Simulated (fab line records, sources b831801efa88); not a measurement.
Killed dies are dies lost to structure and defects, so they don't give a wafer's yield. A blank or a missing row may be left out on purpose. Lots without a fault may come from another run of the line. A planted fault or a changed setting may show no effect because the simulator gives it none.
Problem report in the 8D (eight disciplines) form, filled by code | flow gf180mcu | the parts of the form that need people (team, actions taken, sign-off) are left out

1. THE PROBLEM
NWELL_RS at GF_VT_IMPLANT_RS_MEAS_47 reads a mean of 484.0 ohm/sq on 3 wafers of 2 lots; wafers without a fault read 488.4 ohm/sq with a standard deviation of 1. That is -4.4 standard deviations from the usual mean.
The step: measures by four-point-probe.
First seen on wafer L244.3, day 10 14:36, on film_metro-01. The record holds 39 wafers of 14 lots with a number at this step. Rule for "out", or "out of limits": more than 4 standard deviations from the usual mean. The other wafers with a number count as sound.

2. WHAT IT IS AND WHAT IT IS NOT
question                    | is                           | is not
which readings at this step | NWELL_RS                     | -
which lots                  | L244, L247                   | L233, L234, L235, L236, L237, L238, L239, L240, L251, L252, L253, L254
which wafers of those lots  | all that have a number       | -
read on which gauges        | film_metro-01, film_metro-04 | film_metro-02
when                        | from day 10 14:36            | up to then (24 sound wafers); but 12 sound wafers of L251, L252, L253, L254 came after

3. SUSPECTS, AND WHAT RULES EACH OUT
Counting: a tool at a process step up to the reading stays a suspect if it ran every lot that is out and no sound lot after the first of them.
- the gauge at GF_VT_IMPLANT_RS_MEAS_47: ruled out. The wafers that are out were read on 2 gauges (film_metro-01, film_metro-04).
- implanter-01 at GF_NWELL_IMPLANT_09: kept. It ran every lot that is out, first L244 (day 5 19:14), and no sound lot after that; its last sound lot up to then is L238 (day 4 09:35). Its own readings are out on those wafers: beam_on_s, faraday_current_uA.
Left after counting: implanter-01 at GF_NWELL_IMPLANT_09.

4. THE CAUSE (what the simulator had put in)
Process parameter drift: implanter-01, from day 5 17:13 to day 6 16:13, at GF_NWELL_IMPLANT_09. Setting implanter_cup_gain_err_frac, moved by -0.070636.
Counting left only this tool.

5. THE CHAIN OF EFFECTS, in route order
Each row: a reading whose mean over the struck wafers that have a number lies more than 3 standard deviations from the usual. Only readings for which the record gives a usual standard deviation are gone through. hours: the time from each lot's start at the first step in this table that gives one to its start at this step, as a median over the lots. sigmas: the change in usual standard deviations.
hours | step                     | reading            | usual        | on struck wafers | change | sigmas
0     | GF_NWELL_IMPLANT_09      | beam_on_s          | 10.02 s      | 11.09            | +1.07  | +5.1
0     | GF_NWELL_IMPLANT_09      | faraday_current_uA | 22.5         | 20.4             | -2.1   | -4.5
117   | GF_VT_IMPLANT_RS_MEAS_47 | NWELL_RS           | 488.4 ohm/sq | 484.0            | -4.4   | -4.4
The process steps in it:
- GF_NWELL_IMPLANT_09

6. WHAT WOULD HAVE CAUGHT IT SOONER
In this record the first reading out of limits at a measuring or inspecting step was taken at day 10 14:36, 117 hours after the fault began at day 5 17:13.
The tool's own readings at GF_NWELL_IMPLANT_09 were out on every struck wafer that the step has a row for (beam_on_s, faraday_current_uA): an alarm limit on them would have fired on the first of those.
All the lots that are out (2) had begun GF_NWELL_IMPLANT_09 on implanter-01 by day 10 14:36. A hold on the tool at that time would have spared none of them.
